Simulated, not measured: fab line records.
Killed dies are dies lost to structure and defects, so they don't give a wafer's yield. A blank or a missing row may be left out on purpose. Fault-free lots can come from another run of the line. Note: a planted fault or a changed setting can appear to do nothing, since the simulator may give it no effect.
A lot that was struck, set against a sound lot || flow gf180mcu || 15 out of 602 route steps
Sound: wafers L100.2, L100.4, L100.6. Struck: wafers L105.3, L105.4, L105.6. At the end, the cause is stated.
Per side, at each step with rows, come the tool, then ch with its chambers, and then its first start. Under that, the readings that differ: sound wafers || struck wafers || difference of the means || sigmas: that difference in standard deviations of wafers without a fault.
alike: readings whose means differ by less than 2 such deviations, and words and numbers that are the same on both sides. not compared: withheld readings, readings that some wafer has no value for, bounds like >300 that may hide the same value, and numbers for which the record gives no deviation and whose values overlap.
Wherever a step has rows on one side only, a row that says differs or no value, or a row with sigmas, the two part there. Non-overlapping numbers with no deviation appear without sigmas and do not part them. Lack of a reading on every wafer of one side parts them only where that side has two or more wafers.

first, 5 steps without rows for these wafers: GF_VT_IMPLANT_COAT_13 (resist thk 1000 nm); GF_VT_IMPLANT_SOFTBAKE_14 (time 60 s); GF_VT_IMPLANT_EXPOSE_15 (exposes mask Nwell LV AREA, target cd 860 nm); GF_VT_IMPLANT_PEB_16; GF_VT_IMPLANT_DEVELOP_17 (develop time 60 s).
GF_VT_IMPLANT_OVL_MEAS_18:
  sound on overlay-01, day 6 16:53; struck on overlay-01, day 8 00:43
  alike: VT_IMPLANT_01_OVL
following that, these wafers have no rows for 1 step: GF_VT_IMPLANT_IMPLANT_19.
GF_VT_IMPLANT_STRIP_20: strips in O2/N2.
  sound on plasma_asher-03 ch 0,1, day 6 17:04; struck on plasma_asher-01 ch 0,1, day 8 00:56
  alike: drypump_motor_current_A, heater_power_w, oes_product_au, strip_time_to_endpoint_s
  not compared: rf_hours_counter_h
GF_VT_IMPLANT_TW_MEAS_21:
  sound on film_metro-01, day 6 17:11; struck on film_metro-01, day 8 01:01
  alike: VT_IMPLANT_2_TW
then, 3 steps without rows for these wafers: GF_VT_IMPLANT_DEHYDRATE_22 (time 60 s); GF_VT_IMPLANT_HMDS_23 (prime time 60 s); GF_VT_IMPLANT_COAT_24 (resist thk 1000 nm).
GF_VT_IMPLANT_SOFTBAKE_25: time 60 s.
  sound on litho_track-01 ch 0, day 7 01:08; struck on litho_track-01 ch 0, day 8 09:22
{"reading": "heater_power_total_W (W)", "sound": "56.53 56.52 56.67", "struck": "57.89 57.95 57.78", "difference": "+1.30", "sigmas": "+28"}
{"reading": "run_length_s (s)", "sound": "88.72 88.70 88.99", "struck": "84.75 84.99 84.75", "difference": -3.97, "sigmas": -17}
  alike: chill_plate_temp_C
then, 1 step without rows for these wafers: GF_VT_IMPLANT_EXPOSE_26 (exposes mask LVPWELL HV AREA, target cd 860 nm).
-- record jumps: 23 days separate the struck wafers' starts on either side; left off in module VT_IMPLANT, taken up again in module PASSIVATION, whose first shown step is the route's number 602 --
GF_PASSIVATION_PROBE_99:
  rows exist in the record for the struck wafers here (prober-02, day 31 05:37), but not for the sound ones

== WHERE THEY PART ==
At GF_VT_IMPLANT_SOFTBAKE_25 first; at GF_PASSIVATION_PROBE_99 last (within this record only).

WHY: whatever the simulator had introduced
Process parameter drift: litho_track-01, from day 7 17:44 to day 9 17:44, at GF_VT_IMPLANT_SOFTBAKE_25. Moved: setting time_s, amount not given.
